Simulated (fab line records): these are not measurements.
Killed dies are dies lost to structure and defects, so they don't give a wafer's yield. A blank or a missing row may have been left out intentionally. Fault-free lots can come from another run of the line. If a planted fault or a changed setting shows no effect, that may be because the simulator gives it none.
fab line records	flow gf180mcu
[record] lots = 5	wafers = 15	lastDay = 33
route steps=602 shown V2@386 M3@409
lots untouched by any fault: they come from a run of this same line in which no faults occurred
startH: the number of hours between the record's first day and the start of the first shown wafer of the lot	waitH: time in hours since the lot's previous step	" the same as in the row above	L1.1+2: one row covering several wafers at once	- no value, or no start given	* or withheld: withheld	< > ~ a bound
route shown NAME@n: NAME is a module with steps in the file, n the number in the route of the first one	usual: mean and standard deviation over wafers with no fault	same: alike in all rows	chamber/n: place in a boat	sites: the reading at each site	_std_site: standard deviation of those values	_edge_site: mean of outer sites minus mean of inner sites	radiusMm: for every site, how far away it sits from the centre of the wafer	mask NAME#n: copy n	behind: tool/chamber where the wafer was last shaped	hold: why the lot was held/for how many hours/how that ended	device: the transistor (n, p or np) that didn't switch	end of line: at the end of the route, the tests of the same wafers	for a step that has no rows: nothing shown but its recipe	killed: dies that structure and defects cost at the first sort, which is not the same as the wafer's yield	map: shows each die of a wafer: x if killed, . if not, _ if none is there
set.NAME: the setting that was run; set.NAME@STEP: the one run at that earlier step	model.NAME: the simulator's own value behind a step, which no gauge read
lots at some steps of the route; a table a step, a row a wafer
services: from which hour (startH, from the record's first day; less than 0 if before it) a tool's chamber was out of use, for how many hours, and why
[[steps]]
[step GF_V2_CMP_04]
[recipe] material = SiO2	downForcePsi = 4	platenRpm = 60	padVelocityMS = 0.94248
[usual] motorCurrentA = 12.1/1.8	timeToEndpointS = 78/7.5
lot.wafer	tool	chamber	startH	waitH	motorCurrentA	timeToEndpointS
L074.1	cmp-01	2	456.96	0.1	14.8	74
L074.2	"	3	"	"	10.5	76
L074.5	"	2	"	"	14.8	79
L075.1	cmp-02	2	469.71	0.1	9.7	78
L075.4	"	3	"	"	14.2	91
L075.6	"	3	"	"	14.6	93
L076.1	cmp-02	3	470.98	0.1	14.3	91
L076.3	"	0	"	"	13.3	81
L076.6	"	2	"	"	9.7	84
L077.1	cmp-01	0	481.92	0.1	10.4	69
L077.3	"	1	"	"	11.4	72
L077.6	"	3	"	"	10.7	75
L088.1	cmp-01	0	577.17	0.1	10.6	77
L088.3	"	1	"	"	12.8	68
L088.5	"	0	"	"	10.1	83
[step GF_V2_BOW_MEAS_05]
[recipe] mode = bow
[usual] V2_BOW = 100/7.7
lot.wafer	tool	chamber	startH	waitH	V2_BOW[um]
L074.1	filmMetro-02	-	457.21	0.2	78
L074.2	"	-	"	"	100
L074.5	"	-	"	"	87
L075.1	filmMetro-02	-	470.01	0.2	93
L075.4	"	-	"	"	109
L075.6	"	-	"	"	117
L076.1	filmMetro-04	-	471.18	0.1	99
L076.3	"	-	"	"	100
L076.6	"	-	"	"	86
L077.1	filmMetro-02	-	482.17	0.2	100
L077.3	"	-	"	"	91
L077.6	"	-	"	"	110
L088.1	filmMetro-02	-	577.47	0.2	114
L088.3	"	-	"	"	105
L088.5	"	-	"	"	105
[step GF_V2_DEHYDRATE_06]
[recipe] tempC = 200	timeS = 60
[usual] chillPlateTempC = 22.99/0.1
lot.wafer	tool	chamber	startH	waitH	chillPlateTempC
L074.1	lithoTrack-03	0	469.23	12.0	23.02
L074.2	"	0	"	"	22.94
L074.5	"	0	"	"	23.13
L075.1	lithoTrack-02	0	481.71	11.7	22.98
L075.4	"	0	"	"	22.95
L075.6	"	0	"	"	22.67
L076.1	lithoTrack-03	0	482.43	11.2	22.88
L076.3	"	0	"	"	22.99
L076.6	"	0	"	"	23.00
L077.1	lithoTrack-04	0	493.20	11.0	22.92
L077.3	"	0	"	"	23.00
L077.6	"	0	"	"	22.98
L088.1	lithoTrack-02	0	587.86	10.4	22.91
L088.3	"	0	"	"	23.01
L088.5	"	0	"	"	22.72
[step GF_V2_HMDS_07]
[recipe] primeTimeS = 60	primeTempC = 120
[usual] chillPlateTempC = 23.00/0.11
lot.wafer	tool	chamber	startH	waitH	chillPlateTempC
L074.1	lithoTrack-03	0	469.38	0.1	23.06
L074.2	"	0	"	"	23.01
L074.5	"	0	"	"	23.10
L075.1	lithoTrack-02	0	481.86	0.1	22.96
L075.4	"	0	"	"	23.10
L075.6	"	0	"	"	22.84
L076.1	lithoTrack-03	0	482.58	0.1	23.09
L076.3	"	0	"	"	23.12
L076.6	"	0	"	"	23.06
L077.1	lithoTrack-04	0	493.35	0.1	23.09
L077.3	"	0	"	"	23.00
L077.6	"	0	"	"	22.91
L088.1	lithoTrack-02	0	588.01	0.1	22.85
L088.3	"	0	"	"	22.85
L088.5	"	0	"	"	22.84
[step GF_V2_COAT_08]
[recipe] resist = BARC	tempC = withheld	timeS = withheld	spinRpm = withheld	resistThkNm = withheld
[usual] chillPlateTempC = *
lot.wafer	tool	chamber	startH	waitH	chillPlateTempC
L074.1	lithoTrack-03	0	469.53	0.1	*
L074.2	"	0	"	"	*
L074.5	"	0	"	"	*
L075.1	lithoTrack-02	0	482.01	0.1	*
L075.4	"	0	"	"	*
L075.6	"	0	"	"	*
L076.1	lithoTrack-03	0	482.73	0.1	*
L076.3	"	0	"	"	*
L076.6	"	0	"	"	*
L077.1	lithoTrack-04	0	493.50	0.1	*
L077.3	"	0	"	"	*
L077.6	"	0	"	"	*
L088.1	lithoTrack-02	0	588.16	0.1	*
L088.3	"	0	"	"	*
L088.5	"	0	"	"	*
[step GF_V2_COAT_09]
[recipe] resist = KrF	spinRpm = withheld	resistThkNm = 1000
[usual] chillPlateTempC = 23.02/0.1
lot.wafer	tool	chamber	startH	waitH	chillPlateTempC
L074.1	lithoTrack-03	0	-	-	23.06
L074.2	"	0	"	"	22.92
L074.5	"	0	"	"	22.97
L075.1	lithoTrack-02	0	-	-	22.89
L075.4	"	0	"	"	22.86
L075.6	"	0	"	"	22.77
L076.1	lithoTrack-03	0	-	-	23.08
L076.3	"	0	"	"	23.17
L076.6	"	0	"	"	23.02
L077.1	lithoTrack-04	0	-	-	22.96
L077.3	"	0	"	"	23.02
L077.6	"	0	"	"	22.96
L088.1	lithoTrack-02	0	-	-	23.08
L088.3	"	0	"	"	22.79
L088.5	"	0	"	"	23.00
[step GF_V2_SOFTBAKE_10]
[recipe] tempC = 130.5	timeS = 60	resist = KrF
[usual] chillPlateTempC = 23.00/0.096
lot.wafer	tool	chamber	startH	waitH	chillPlateTempC
L074.1	lithoTrack-03	0	-	-	22.91
L074.2	"	0	"	"	22.92
L074.5	"	0	"	"	22.97
L075.1	lithoTrack-02	0	-	-	22.91
L075.4	"	0	"	"	22.90
L075.6	"	0	"	"	22.87
L076.1	lithoTrack-03	0	-	-	23.03
L076.3	"	0	"	"	23.07
L076.6	"	0	"	"	22.92
L077.1	lithoTrack-04	0	-	-	23.21
L077.3	"	0	"	"	23.18
L077.6	"	0	"	"	22.88
L088.1	lithoTrack-02	0	-	-	23.08
L088.3	"	0	"	"	23.05
L088.5	"	0	"	"	23.05
[step GF_V2_EXPOSE_11]
[recipe] maskId = Via2	targetCdNm = 260	na = 0.68	sourceShape = conventional	sigmaOuter = 0.6	doseMj = 38
[same] na = 0.68
lot.wafer	tool	chamber	startH	waitH	mask
L074.1+2+5	krfScanner-01	0	-	-	Via2#0
L075.1+4+6	krfScanner-02	0	-	-	Via2#0
L076.1+3+6	krfScanner-02	0	-	-	Via2#0
L077.1+3+6	krfScanner-01	0	-	-	Via2#0
L088.1+3+5	krfScanner-02	0	-	-	Via2#0
[step GF_V2_PEB_12]
[recipe] pebTempC = 135	pebTimeS = 90	resist = KrF
[usual] chillPlateTempC = 23.00/0.12
lot.wafer	tool	chamber	startH	waitH	chillPlateTempC
L074.1	lithoTrack-04	0	-	-	23.06
L074.2	"	0	"	"	22.96
L074.5	"	0	"	"	22.99
L075.1	lithoTrack-03	0	-	-	23.11
L075.4	"	0	"	"	23.07
L075.6	"	0	"	"	23.07
L076.1	lithoTrack-04	0	-	-	23.01
L076.3	"	0	"	"	23.11
L076.6	"	0	"	"	22.95
L077.1	lithoTrack-02	0	-	-	23.00
L077.3	"	0	"	"	22.82
L077.6	"	0	"	"	22.91
L088.1	lithoTrack-03	0	-	-	22.91
L088.3	"	0	"	"	22.79
L088.5	"	0	"	"	23.12
[step GF_V2_DEVELOP_13]
[recipe] developTimeS = 60	resist = KrF	devTempC = 21
[usual] chillPlateTempC = 22.98/0.1
lot.wafer	tool	chamber	startH	waitH	chillPlateTempC
L074.1	lithoTrack-04	0	482.00	0.2	23.08
L074.2	"	0	"	"	22.89
L074.5	"	0	"	"	23.05
L075.1	lithoTrack-03	0	493.63	0.2	22.92
L075.4	"	0	"	"	23.05
L075.6	"	0	"	"	22.90
L076.1	lithoTrack-04	0	494.80	0.2	23.07
L076.3	"	0	"	"	23.07
L076.6	"	0	"	"	22.88
L077.1	lithoTrack-02	0	505.86	0.2	23.01
L077.3	"	0	"	"	22.89
L077.6	"	0	"	"	22.98
L088.1	lithoTrack-03	0	599.58	0.2	22.90
L088.3	"	0	"	"	22.90
L088.5	"	0	"	"	22.86
[step GF_V2_CD_MEAS_14]
[recipe] targetCdNm = 260
[usual] cdNm = 260.5/1.1
lot.wafer	tool	chamber	startH	waitH	cdNm
L074.1	cdSem-01	-	482.15	0.1	260.6
L074.2	"	-	"	"	261.0
L074.5	"	-	"	"	261.1
L075.1	cdSem-02	-	493.78	0.1	260.6
L075.4	"	-	"	"	261.2
L075.6	"	-	"	"	260.9
L076.1	cdSem-02	-	494.95	0.1	259.6
L076.3	"	-	"	"	259.6
L076.6	"	-	"	"	259.4
L077.1	cdSem-01	-	506.01	0.1	258.9
L077.3	"	-	"	"	259.4
L077.6	"	-	"	"	258.4
L088.1	cdSem-01	-	599.73	0.1	261.0
L088.3	"	-	"	"	260.6
L088.5	"	-	"	"	260.4
[step GF_V2_OVL_MEAS_15]
[usual] V2_OVL = 6/5
lot.wafer	tool	chamber	startH	waitH	V2_OVL[nm]
L074.1	overlay-02	-	482.27	0.1	-1
L074.2	"	-	"	"	9
L074.5	"	-	"	"	8
L075.1	overlay-02	-	493.90	0.1	4
L075.4	"	-	"	"	4
L075.6	"	-	"	"	3
L076.1	overlay-02	-	495.08	0.1	5
L076.3	"	-	"	"	1
L076.6	"	-	"	"	2
L077.1	overlay-02	-	506.13	0.1	10
L077.3	"	-	"	"	3
L077.6	"	-	"	"	13
L088.1	overlay-01	-	599.85	0.1	4
L088.3	"	-	"	"	-2
L088.5	"	-	"	"	2
[step GF_V2_ETCH_16]
[recipe] chemistry = N2/H2	targetDepthA = withheld	overetchA = withheld	timeS = withheld	target = BARC	ionEnergyEv = 200	sourceW = 500	biasW = 100	pressureMtorr = 30	n2FlowSccm = 100	h2FlowSccm = 200
[usual] drypumpMotorCurrentA = 5.9/0.54	oesProductAu = 0.855/0.0048	throttleValvePct = 13.224/0.0088
lot.wafer	tool	chamber	startH	waitH	drypumpMotorCurrentA	oesProductAu	throttleValvePct
L074.1	rieDiel-01	2	482.31	0.0	5.5	0.849	13.219
L074.2	"	3	"	"	5.1	0.846	13.221
L074.5	"	1	"	"	5.3	0.851	13.236
L075.1	rieDiel-03	3	493.94	0.0	6.6	0.855	13.213
L075.4	"	2	"	"	6.5	0.863	13.222
L075.6	"	3	"	"	6.6	0.844	13.233
L076.1	rieDiel-03	1	495.11	0.0	5.7	0.853	13.224
L076.3	"	0	"	"	6.6	0.857	13.234
L076.6	"	1	"	"	5.7	0.844	13.223
L077.1	rieDiel-03	1	506.17	0.0	5.7	0.852	13.213
L077.3	"	2	"	"	6.5	0.854	13.225
L077.6	"	1	"	"	5.7	0.864	13.236
L088.1	rieDiel-03	0	599.89	0.0	6.6	0.857	13.231
L088.3	"	1	"	"	5.7	0.856	13.223
L088.5	"	2	"	"	6.5	0.861	13.245
[step GF_V2_ETCH_17]
[recipe] chemistry = C4F8/O2/Ar	maskMaterial = KrF	target = SiO2	stopOn = TiN	sourceW = 1500	biasW = 1200	pressureMtorr = 40	c4f8FlowSccm = withheld	O2_flow_sccm = 6	Ar_flow_sccm = 300	timeS = withheld	targetDepthA = 6300
[usual] oesProductAu = 0.857/0.0047
lot.wafer	tool	chamber	startH	waitH	oesProductAu
L074.1	rieDiel-01	2	-	-	0.851
L074.2	"	3	"	"	0.859
L074.5	"	1	"	"	0.853
L075.1	rieDiel-03	3	-	-	0.858
L075.4	"	2	"	"	0.862
L075.6	"	3	"	"	0.864
L076.1	rieDiel-03	1	-	-	0.861
L076.3	"	0	"	"	0.857
L076.6	"	1	"	"	0.858
L077.1	rieDiel-03	1	-	-	0.848
L077.3	"	2	"	"	0.853
L077.6	"	1	"	"	0.849
L088.1	rieDiel-03	0	-	-	0.858
L088.3	"	1	"	"	0.864
L088.5	"	2	"	"	0.859
[step GF_V2_STRIP_18]
[recipe] chemistry = O2/N2	powerW = 1400	pressureMtorr = 1500	platenTempC = 250	o2FlowSccm = 3000	n2FlowSccm = 300	overashFraction = 0.5
[usual] drypumpMotorCurrentA = 5.77/0.14	heaterPowerW = 328/36	oesProductAu = 0.593/0.0049
lot.wafer	tool	chamber	startH	waitH	drypumpMotorCurrentA	heaterPowerW	oesProductAu	rfHoursCounterH
L074.1	plasmaAsher-04	1	482.43	-	5.83	387	0.587	69
L074.2	"	0	"	"	6.03	347	0.599	69
L074.5	"	0	"	"	6.00	349	0.590	-
L075.1	plasmaAsher-03	0	494.07	-	5.60	281	0.589	90
L075.4	"	1	"	"	5.68	298	0.592	-
L075.6	"	1	"	"	5.67	297	0.587	-
L076.1	plasmaAsher-02	0	495.24	-	5.73	338	0.590	38
L076.3	"	1	"	"	5.74	345	0.589	-
L076.6	"	0	"	"	5.72	343	0.589	-
L077.1	plasmaAsher-04	1	506.30	-	5.82	377	0.598	71
L077.3	"	1	"	"	5.81	386	0.593	-
L077.6	"	0	"	"	6.03	342	0.592	-
L088.1	plasmaAsher-04	0	600.01	-	6.00	342	0.586	82
L088.3	"	0	"	"	6.03	347	0.597	-
L088.5	"	0	"	"	6.03	356	0.588	-
[step GF_V2_STRIP_19]
[recipe] chemistry = postEtchResidueRemover	timeS = 1200	tempC = 72.5
lot.wafer	tool	chamber	startH	waitH
L074.1+2+5	wetBench-01	3	482.53	0.1
L075.1+4+6	wetBench-01	1	494.17	0.1
L076.1+3+6	wetBench-02	3	495.34	0.1
L077.1+3+6	wetBench-01	1	506.40	0.1
L088.1+3+5	wetBench-02	3	600.11	0.1
[step GF_V2_CLEAN_20]
[recipe] chemistry = DIW	dry = n2Spin
lot.wafer	tool	chamber	startH	waitH
L074.1+2+5	wetBench-04	0	482.91	0.0
L075.1+4+6	wetBench-02	2	494.54	0.0
L076.1+3+6	wetBench-04	3	495.69	0.0
L077.1+3+6	wetBench-02	0	506.74	0.0
L088.1+3+5	wetBench-04	0	600.46	0.0
[step GF_V2_SPUTTER_21]
[recipe] material = Ti	targetThkNm = 15	chamberPressurePa = 5	powerW = 2500	substrateTempC = 200	timeS = 80.02
[usual] throttleValvePct = 30.2/1
lot.wafer	tool	chamber	startH	waitH	throttleValvePct
L074.1	pvdSputter-01	-	483.00	0.0	30.7
L074.2	"	-	"	"	31.4
L074.5	"	-	"	"	30.6
L075.1	pvdSputter-01	-	494.63	0.0	30.3
L075.4	"	-	"	"	30.5
L075.6	"	-	"	"	31.3
L076.1	pvdSputter-03	-	495.78	0.0	28.9
L076.3	"	-	"	"	28.7
L076.6	"	-	"	"	28.6
L077.1	pvdSputter-02	-	506.83	0.0	30.4
L077.3	"	-	"	"	29.8
L077.6	"	-	"	"	30.0
L088.1	pvdSputter-01	-	600.56	0.0	31.3
L088.3	"	-	"	"	31.4
L088.5	"	-	"	"	30.6
[step GF_V2_SPUTTER_22]
[recipe] material = TiN	targetThkNm = 10	chamberPressurePa = 5	powerW = 4000	timeS = 40
[usual] throttleValvePct = 30.2/1
lot.wafer	tool	chamber	startH	waitH	throttleValvePct
L074.1	pvdSputter-01	-	483.06	0.0	30.5
L074.2	"	-	"	"	31.7
L074.5	"	-	"	"	30.5
L075.1	pvdSputter-01	-	494.69	0.0	30.6
L075.4	"	-	"	"	30.6
L075.6	"	-	"	"	31.4
L076.1	pvdSputter-03	-	495.84	0.0	28.8
L076.3	"	-	"	"	29.1
L076.6	"	-	"	"	28.7
L077.1	pvdSputter-02	-	506.89	0.0	30.6
L077.3	"	-	"	"	30.3
L077.6	"	-	"	"	29.8
L088.1	pvdSputter-01	-	600.62	0.0	31.4
L088.3	"	-	"	"	31.7
L088.5	"	-	"	"	30.7
[step GF_V2_CVD_23]
[recipe] material = W	targetThkNm = 350	timeS = 104.94	tempC = 400	pressureTorr = 40
[usual] heaterPowerW = 806/100	susceptorTempC = 400.00/0.23
lot.wafer	tool	chamber	startH	waitH	heaterPowerW	susceptorTempC
L074.1	cvdW-01	1	483.10	0.0	952	399.89
L074.2	"	0	"	"	710	399.98
L074.5	"	0	"	"	694	399.66
L075.1	cvdW-02	0	494.73	0.0	707	399.95
L075.4	"	1	"	"	860	399.93
L075.6	"	1	"	"	831	399.96
L076.1	cvdW-02	0	495.88	0.0	719	400.47
L076.3	"	0	"	"	706	399.97
L076.6	"	0	"	"	731	400.16
L077.1	cvdW-01	1	506.93	0.0	945	400.13
L077.3	"	1	"	"	963	400.29
L077.6	"	0	"	"	712	400.25
L088.1	cvdW-01	1	600.66	0.0	951	400.33
L088.3	"	1	"	"	967	400.27
L088.5	"	1	"	"	978	400.36
[step GF_V2_RS_MEAS_24]
[recipe] thkMeasGauge = four-point-probe	reads = W_of_V2_CVD_23+TiN_of_V2_SPUTTER_22+Ti_of_V2_SPUTTER_21
[usual] V2_W_RS = 0.331/0.0031
lot.wafer	tool	chamber	startH	waitH	V2_W_RS[ohm/sq]
L074.1	filmMetro-02	-	483.21	0.1	0.327
L074.2	"	-	"	"	0.323
L074.5	"	-	"	"	0.323
L075.1	filmMetro-02	-	494.84	0.1	0.330
L075.4	"	-	"	"	0.335
L075.6	"	-	"	"	0.332
L076.1	filmMetro-01	-	495.99	0.1	0.334
L076.3	"	-	"	"	0.330
L076.6	"	-	"	"	0.331
L077.1	filmMetro-02	-	507.04	0.1	0.332
L077.3	"	-	"	"	0.334
L077.6	"	-	"	"	0.329
L088.1	filmMetro-02	-	600.77	0.1	0.334
L088.3	"	-	"	"	0.331
L088.5	"	-	"	"	0.330
[step GF_V2_THK_MEAS_25]
[recipe] thkMeasGauge = xrf	reads = W_of_V2_CVD_23
[usual] V2_W_THK = 366/5.7
lot.wafer	tool	chamber	startH	waitH	V2_W_THK[nm]
L074.1	filmMetro-02	-	483.33	0.1	374
L074.2	"	-	"	"	378
L074.5	"	-	"	"	381
L075.1	filmMetro-02	-	494.96	0.1	371
L075.4	"	-	"	"	365
L075.6	"	-	"	"	370
L076.1	filmMetro-01	-	496.11	0.1	368
L076.3	"	-	"	"	370
L076.6	"	-	"	"	370
L077.1	filmMetro-02	-	507.16	0.1	366
L077.3	"	-	"	"	363
L077.6	"	-	"	"	371
L088.1	filmMetro-02	-	600.89	0.1	362
L088.3	"	-	"	"	367
L088.5	"	-	"	"	365
[step GF_V2_CMP_26]
[recipe] stopOn = SiO2	downForcePsi = 3.5	platenRpm = 60	tOverpolishS = 15	targetThkNm = 0	padVelocityMS = 0.94248
[usual] motorCurrentA = 11.0/1.6	overpolishRunS = 15.000/0.0085	timeToEndpointS = 83/5.1
lot.wafer	tool	chamber	startH	waitH	motorCurrentA	overpolishRunS	timeToEndpointS
L074.2	cmp-01	0	483.44	0.1	9.4	14.998	76
L074.1	"	2	"	"	13.4	15.005	79
L074.5	"	3	"	"	9.5	15.006	81
L075.1	cmp-01	0	495.07	0.1	10.1	15.008	80
L075.4	"	1	"	"	11.2	15.014	73
L075.6	"	0	"	"	9.0	14.993	79
L076.3	cmp-02	2	496.31	0.2	8.4	15.002	84
L076.1	"	3	"	"	12.9	15.005	87
L076.6	"	2	"	"	8.4	14.992	84
L077.3	cmp-02	1	507.27	0.1	10.8	15.001	86
L077.1	"	2	"	"	8.6	15.002	87
L077.6	"	0	"	"	12.0	14.996	86
L088.3	cmp-02	2	601.05	0.1	8.9	15.001	83
L088.1	"	3	"	"	13.1	15.016	87
L088.5	"	1	"	"	11.8	15.001	84
[step GF_M3_SPUTTER_00]
[recipe] material = Ti	targetThkNm = 37.5	arrivingIonEnergyEv = 80	substrateTempC = 200	chamberPressurePa = 2	powerW = 4000	timeS = 150
[usual] throttleValvePct = 30.0/1
lot.wafer	tool	chamber	startH	waitH	throttleValvePct
L074.1	pvdSputter-01	-	483.69	0.1	31.6
L074.2	"	-	"	"	30.7
L074.5	"	-	"	"	31.4
L075.1	pvdSputter-04	-	495.32	0.2	28.1
L075.4	"	-	"	"	30.6
L075.6	"	-	"	"	29.4
L076.1	pvdSputter-01	-	496.61	0.2	31.5
L076.3	"	-	"	"	30.9
L076.6	"	-	"	"	31.6
L077.1	pvdSputter-04	-	507.52	0.1	29.3
L077.3	"	-	"	"	30.9
L077.6	"	-	"	"	30.5
L088.1	pvdSputter-03	-	601.25	0.1	29.0
L088.3	"	-	"	"	28.8
L088.5	"	-	"	"	29.0
[step GF_M3_SPUTTER_01]
[recipe] material = TiN	targetThkNm = 30	powerW = 6500	timeS = 25	chamberPressurePa = 0.4
[usual] throttleValvePct = 29.9/1
lot.wafer	tool	chamber	startH	waitH	throttleValvePct
L074.1	pvdSputter-01	-	483.79	0.1	31.4
L074.2	"	-	"	"	30.5
L074.5	"	-	"	"	31.4
L075.1	pvdSputter-04	-	495.42	0.1	28.2
L075.4	"	-	"	"	31.0
L075.6	"	-	"	"	29.2
L076.1	pvdSputter-01	-	496.71	0.1	31.4
L076.3	"	-	"	"	30.6
L076.6	"	-	"	"	31.5
L077.1	pvdSputter-04	-	507.62	0.1	29.2
L077.3	"	-	"	"	30.8
L077.6	"	-	"	"	30.8
L088.1	pvdSputter-03	-	601.35	0.1	28.9
L088.3	"	-	"	"	28.7
L088.5	"	-	"	"	29.2
[step GF_M3_SPUTTER_02]
[recipe] material = AlCu	targetThkNm = 450	powerW = 10600	timeS = 23.9	chamberPressurePa = 0.4
[usual] throttleValvePct = 29.9/1
lot.wafer	tool	chamber	startH	waitH	throttleValvePct
L074.1	pvdSputter-01	-	483.82	0.0	31.5
L074.2	"	-	"	"	30.7
L074.5	"	-	"	"	31.4
L075.1	pvdSputter-04	-	495.45	0.0	28.2
L075.4	"	-	"	"	30.6
L075.6	"	-	"	"	29.5
L076.1	pvdSputter-01	-	496.74	0.0	31.7
L076.3	"	-	"	"	30.3
L076.6	"	-	"	"	31.2
L077.1	pvdSputter-04	-	507.65	0.0	29.6
L077.3	"	-	"	"	30.6
L077.6	"	-	"	"	30.6
L088.1	pvdSputter-03	-	601.38	0.0	28.8
L088.3	"	-	"	"	28.5
L088.5	"	-	"	"	29.4
[step GF_M3_SPUTTER_03]
[recipe] material = Ti	targetThkNm = 10	substrateTempC = 300	chamberPressurePa = 0.3	powerW = 3000	timeS = 6.7
[usual] throttleValvePct = 30.0/1
lot.wafer	tool	chamber	startH	waitH	throttleValvePct
L074.1	pvdSputter-01	-	483.85	0.0	31.2
L074.2	"	-	"	"	30.7
L074.5	"	-	"	"	31.5
L075.1	pvdSputter-04	-	495.48	0.0	28.4
L075.4	"	-	"	"	30.7
L075.6	"	-	"	"	29.5
L076.1	pvdSputter-01	-	496.77	0.0	31.4
L076.3	"	-	"	"	30.5
L076.6	"	-	"	"	31.7
L077.1	pvdSputter-04	-	507.68	0.0	29.5
L077.3	"	-	"	"	30.7
L077.6	"	-	"	"	30.4
L088.1	pvdSputter-03	-	601.41	0.0	29.0
L088.3	"	-	"	"	28.7
L088.5	"	-	"	"	29.0
[step GF_M3_SPUTTER_04]
[recipe] material = TiN	targetThkNm = 50	powerW = 6500	timeS = 41.7	chamberPressurePa = 0.4
[usual] throttleValvePct = 30.0/1.1
lot.wafer	tool	chamber	startH	waitH	throttleValvePct
L074.1	pvdSputter-01	-	483.87	0.0	31.7
L074.2	"	-	"	"	30.5
L074.5	"	-	"	"	31.6
L075.1	pvdSputter-04	-	495.50	0.0	28.0
L075.4	"	-	"	"	30.4
L075.6	"	-	"	"	29.4
L076.1	pvdSputter-01	-	496.79	0.0	31.7
L076.3	"	-	"	"	30.4
L076.6	"	-	"	"	31.6
L077.1	pvdSputter-04	-	507.70	0.0	29.6
L077.3	"	-	"	"	30.7
L077.6	"	-	"	"	30.9
L088.1	pvdSputter-03	-	601.43	0.0	28.7
L088.3	"	-	"	"	29.0
L088.5	"	-	"	"	29.2
[step GF_M3_RS_MEAS_05]
[recipe] thkMeasGauge = four-point-probe	reads = TiN_of_M3_SPUTTER_04+Ti_of_M3_SPUTTER_03+AlCu_of_M3_SPUTTER_02+TiN_of_M3_SPUTTER_01+Ti_of_M3_SPUTTER_00
[usual] M3_ALCU_RS = 0.0693/0.00086
lot.wafer	tool	chamber	startH	waitH	M3_ALCU_RS[ohm/sq]
L074.1	filmMetro-04	-	483.91	0.0	0.0701
L074.2	"	-	"	"	0.0693
L074.5	"	-	"	"	0.0687
L075.1	filmMetro-01	-	495.54	0.0	0.0696
L075.4	"	-	"	"	0.0715
L075.6	"	-	"	"	0.0701
L076.1	filmMetro-03	-	496.83	0.0	0.0699
L076.3	"	-	"	"	0.0691
L076.6	"	-	"	"	0.0687
L077.1	filmMetro-04	-	507.74	0.0	0.0688
L077.3	"	-	"	"	0.0695
L077.6	"	-	"	"	0.0697
L088.1	filmMetro-03	-	601.47	0.0	0.0691
L088.3	"	-	"	"	0.0689
L088.5	"	-	"	"	0.0685
[step GF_M3_THK_MEAS_06]
[recipe] thkMeasGauge = xrf	reads = AlCu_of_M3_SPUTTER_02
[usual] M3_ALCU_THK = 459/5.6
lot.wafer	tool	chamber	startH	waitH	M3_ALCU_THK[nm]
L074.1	filmMetro-04	-	484.03	0.1	454
L074.2	"	-	"	"	460
L074.5	"	-	"	"	462
L075.1	filmMetro-01	-	495.66	0.1	461
L075.4	"	-	"	"	446
L075.6	"	-	"	"	455
L076.1	filmMetro-03	-	496.95	0.1	457
L076.3	"	-	"	"	462
L076.6	"	-	"	"	464
L077.1	filmMetro-04	-	507.86	0.1	462
L077.3	"	-	"	"	457
L077.6	"	-	"	"	456
L088.1	filmMetro-03	-	601.59	0.1	461
L088.3	"	-	"	"	465
L088.5	"	-	"	"	465
[[services]]
tool	chamber	startH	hours	kind
krfScanner-02	-	442.70	3.6	pm
cmp-01	-	453.63	2.4	repair
plasmaAsher-04	-	454.10	2.2	repair
rieDiel-03	-	462.11	0.2	repair
krfScanner-01	-	462.36	1.0	pm
rieDiel-03	0	462.51	4.7	repair
cmp-01	-	463.53	3.3	repair
cmp-01	-	474.81	0.3	repair
krfScanner-02	-	483.91	1.0	pm
wetBench-04	-	487.53	1.2	repair
cmp-01	-	495.88	4.2	pm
wetBench-01	-	496.84	4.4	pm
cvdW-02	1	499.27	3.2	repair
cmp-01	-	501.59	0.4	repair
pvdSputter-01	-	508.74	2.5	repair
krfScanner-01	-	517.76	1.3	pm
krfScanner-02	-	525.55	0.8	pm
rieDiel-03	3	533.19	16.7	repair
pvdSputter-04	-	543.83	2.0	repair
cmp-01	-	560.13	3.6	repair
cmp-02	-	572.17	4.0	pm
rieDiel-03	-	579.65	0.1	repair
wetBench-02	-	581.17	5.3	repair
krfScanner-02	-	583.13	1.3	pm
[[key]]
fault none
